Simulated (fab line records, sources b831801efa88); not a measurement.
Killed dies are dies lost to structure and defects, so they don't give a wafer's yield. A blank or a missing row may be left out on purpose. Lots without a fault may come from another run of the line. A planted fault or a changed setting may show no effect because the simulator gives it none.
Which tool did it? | flow gf180mcu | 24 lots, 72 wafers sampled, at 1 step of a route of 602

WHAT THE GAUGES READ, wafer by wafer
GF_V1_THK_MEAS_01.
lot  | measured     | on            | V1_CVD_00_THK (nm)
L074 | day 17 00:42 | film_metro-02 | 599 594 597
L075 | day 17 11:37 | film_metro-03 | 597 600 606
L076 | day 17 20:02 | film_metro-01 | 608 605 597
L077 | day 18 05:15 | film_metro-03 | 597 596 595
L078 | day 18 13:46 | film_metro-02 | 598 594 593
L079 | day 19 00:14 | film_metro-03 | 593 602 603
L080 | day 19 09:11 | film_metro-02 | 602 601 593
L081 | day 19 19:50 | film_metro-01 | 593 604 600
L082 | day 20 05:11 | film_metro-02 | 603 596 600
L083 | day 20 16:32 | film_metro-02 | 591 602 597
L084 | day 20 21:55 | film_metro-02 | 599 592 601
L085 | day 21 05:38 | film_metro-03 | 599 592 597
L086 | day 21 17:10 | film_metro-01 | 599 599 594
L087 | day 22 01:10 | film_metro-03 | 602 588 598
L088 | day 22 08:40 | film_metro-02 | 597 597 586
L089 | day 22 18:46 | film_metro-03 | 599 600 600
L090 | day 23 00:49 | film_metro-03 | 598 606 601
L091 | day 23 11:47 | film_metro-02 | 601 591 604
L092 | day 23 17:10 | film_metro-03 | 595 594 598
L093 | day 24 02:05 | film_metro-02 | 604 607 609
L094 | day 24 09:39 | film_metro-01 | 605 604 611
L095 | day 24 14:47 | film_metro-01 | 597 600 595
L096 | day 25 00:54 | film_metro-01 | 596 603 596
L097 | day 25 07:53 | film_metro-03 | 594 599 597

WHICH TOOL RAN EACH LOT (tool, then ch and the chambers of the sampled wafers, then the start)
The record holds no process step before these readings.

WHAT THE TOOLS THEMSELVES READ (means of the sampled wafers that have a number; where no wafer has one, the mark that the record gives instead)
The record holds no such reading with a usual standard deviation.

THE ANSWER, worked out from the rows above alone
Rule: what is usual is taken from the lots themselves. Put in order of their means at a reading, lots are off if they are a third of the lots or fewer, leave a main group of 4 or more, and stand apart from it by a gap of 3 or more times the standard deviation of the main group's means; of several such gaps the widest counts. A main group whose means are all the same, to the digits that the tables above print for the reading, isn't used. A lot without any number at a reading at which 4 lots or more have one is off too. The other lots that the step has rows for count as sound. The gauges are gone through in route order, then the tools' own readings, and for those a lot's mean is taken as printed above. The first step at which some lot is off is used, and at that step the reading that is off furthest; a lot without a number counts as furthest.
No lot is off at any reading shown: from this, nothing can be told.

WHAT THE SIMULATOR HAD PUT IN
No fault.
